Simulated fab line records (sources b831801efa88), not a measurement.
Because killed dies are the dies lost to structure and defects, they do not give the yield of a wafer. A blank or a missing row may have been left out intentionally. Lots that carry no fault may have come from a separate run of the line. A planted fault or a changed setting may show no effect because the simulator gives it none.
Which of the tools did it? ; flow sky130 ; Sampling: 12 lots, 36 wafers, 4 of 708 route steps

## WHAT EACH GAUGE READ, for each wafer
SKY_CONTACT_OVL_MEAS_15. Usual: CONTACT_OVL typically reads 3 nm, with standard deviation 6.4.
lot;measured;on;CONTACT_OVL (nm);flag
L642;day 31 07:24;overlay-02;1 -1 0;
L645;day 32 20:04;overlay-01;1 1 -4;
L647;day 33 15:03;overlay-01;5 7 1;
L648;day 33 19:08;overlay-02;9 1 6;
L649;day 34 10:10;overlay-01;2 0 -2;
L651;day 34 16:21;overlay-01;6 7 4;
L657;day 37 05:03;overlay-02;-13 -6 -10;
L658;day 37 05:05;overlay-02;15 12 14;
L659;day 37 06:58;overlay-01;-9 -1 -4;
L660;day 37 16:11;overlay-02;-2 9 8;
L663;day 39 02:01;overlay-01;4 7 4;
L664;day 39 06:50;overlay-02;6 0 7;

SKY_VIA1_CD_MEAS_12: target cd 150 nm. Usual: cd-nm reads 150.0 nm (standard deviation 1.3).
lot;measured;on;cd-nm (nm);flag
L642;day 33 15:37;cd-sem-02;149.5 150.0 150.9;
L645;day 35 03:25;cd-sem-02;150.1 150.5 149.1;
L647;day 35 23:05;cd-sem-01;149.0 149.0 150.5;
L648;day 36 02:07;cd-sem-01;150.5 150.1 148.9;
L649;day 36 16:58;cd-sem-02;148.7 148.4 148.3;
L651;day 36 23:18;cd-sem-01;152.6 152.9 152.5;
L657;day 39 10:15;cd-sem-02;151.2 149.8 151.0;
L658;day 39 10:14;cd-sem-01;149.6 150.2 149.1;
L659;day 39 12:01;cd-sem-02;150.6 150.3 151.5;
L660;day 39 21:01;cd-sem-02;149.6 149.5 149.3;
L663;day 41 06:31;cd-sem-01;148.6 147.8 149.5;
L664;day 41 11:13;cd-sem-01;150.9 150.0 150.6;

## WHAT TOOL EACH LOT RAN ON (gives the tool, then ch and the chambers of the sampled wafers, and finally the start)
lot;SKY_METAL1_DESCUM_17;SKY_VIA1_HDPCVD_00
L642;rie-metal-02 ch 0,1, day 32 11:47;hdpcvd-01 ch 0,1,2, day 32 12:39
L645;rie-metal-02 ch 0,1, day 34 00:04;hdpcvd-01 ch 0,1,2, day 34 00:53
L647;rie-metal-01 ch 0,1, day 34 19:32;hdpcvd-01 ch 1,2, day 34 20:20
L648;rie-metal-01 ch 0,1, day 34 23:02;hdpcvd-02 ch 0,1, day 34 23:51
L649;rie-metal-02 ch 0, day 35 13:59;hdpcvd-01 ch 1,2, day 35 14:59
L651;rie-metal-03 ch 0,1, day 35 19:56;hdpcvd-02 ch 0,1,2, day 35 20:47
L657;rie-metal-03 ch 0,1, day 38 07:53;hdpcvd-01 ch 1,2, day 38 08:39
L658;rie-metal-02 ch 0,1, day 38 08:14;hdpcvd-02 ch 0,1,2, day 38 09:00
L659;rie-metal-01 ch 0,1, day 38 10:11;hdpcvd-02 ch 0,1,2, day 38 11:01
L660;rie-metal-01 ch 0,1, day 38 18:53;hdpcvd-02 ch 0,1,2, day 38 19:40
L663;rie-metal-02 ch 1, day 40 04:05;hdpcvd-01 ch 0,2, day 40 05:02
L664;rie-metal-02 ch 1, day 40 09:13;hdpcvd-02 ch 0,1,2, day 40 10:11
- SKY_METAL1_DESCUM_17: chemistry O2, time 8 s.
- SKY_VIA1_HDPCVD_00: deposits SiO2, target thk 1030 nm, time 171.7 s.

## AS READ BY THE TOOLS THEMSELVES (means over the sampled wafers that have a number; for cases with no such wafer, the mark the record gives instead)
SKY_METAL1_DESCUM_17. Usual: drypump-motor-current-A 5.7 A, standard deviation 0.39; oes-product-au 0.999 a.u., standard deviation 0.0089.
lot;tool;drypump-motor-current-A (A);oes-product-au (a.u.);flag
L642;rie-metal-02;5.2;1.014;
L645;rie-metal-02;5.2;1.001;
L647;rie-metal-01;5.8;0.991;
L648;rie-metal-01;5.8;0.992;
L649;rie-metal-02;4.9;0.990;
L651;rie-metal-03;6.1;1.001;
L657;rie-metal-03;5.9;1.000;
L658;rie-metal-02;5.2;0.997;
L659;rie-metal-01;5.9;0.992;
L660;rie-metal-01;5.8;0.993;
L663;rie-metal-02;5.8;0.998;
L664;rie-metal-02;5.8;0.994;

SKY_VIA1_HDPCVD_00. Usual: pressure-mtorr 5.999 mTorr, standard deviation 0.012; run-length-s 199.4 s, standard deviation 0.39.
lot;tool;pressure-mtorr (mTorr);run-length-s (s);flag
L642;hdpcvd-01;6.003;199.4;
L645;hdpcvd-01;6.005;199.4;
L647;hdpcvd-01;-;-;OFF
L648;hdpcvd-02;-;-;OFF
L649;hdpcvd-01;6.001;199.4;
L651;hdpcvd-02;6.000;199.3;
L657;hdpcvd-01;5.987;199.5;
L658;hdpcvd-02;5.996;199.7;
L659;hdpcvd-02;5.991;199.3;
L660;hdpcvd-02;5.999;199.6;
L663;hdpcvd-01;5.996;199.4;
L664;hdpcvd-02;5.998;199.3;

## THE ANSWER, worked out from the rows above alone
Rule: lot off if the mean of its wafers having a number is beyond 3 standard deviations from the usual mean. A lot without any number at a reading at which 4 lots or more have one is off too. The other lots that the step has rows for count as sound. First the gauges in route order, then the tools' own readings, where a lot's mean is used as printed above. At the first step where some lot is off, the reading lying furthest off is the one used; lots without a number count as furthest.
Off, at SKY_VIA1_HDPCVD_00 on pressure-mtorr: L647, L648. Without a number there: L647, L648.
If a tool, at that step or one of the process steps before it, ran each lot that is off and ran no sound lot following the first of them, it fits. Of those tried, none fits.

## WHAT THE SIMULATOR HAD INSERTED
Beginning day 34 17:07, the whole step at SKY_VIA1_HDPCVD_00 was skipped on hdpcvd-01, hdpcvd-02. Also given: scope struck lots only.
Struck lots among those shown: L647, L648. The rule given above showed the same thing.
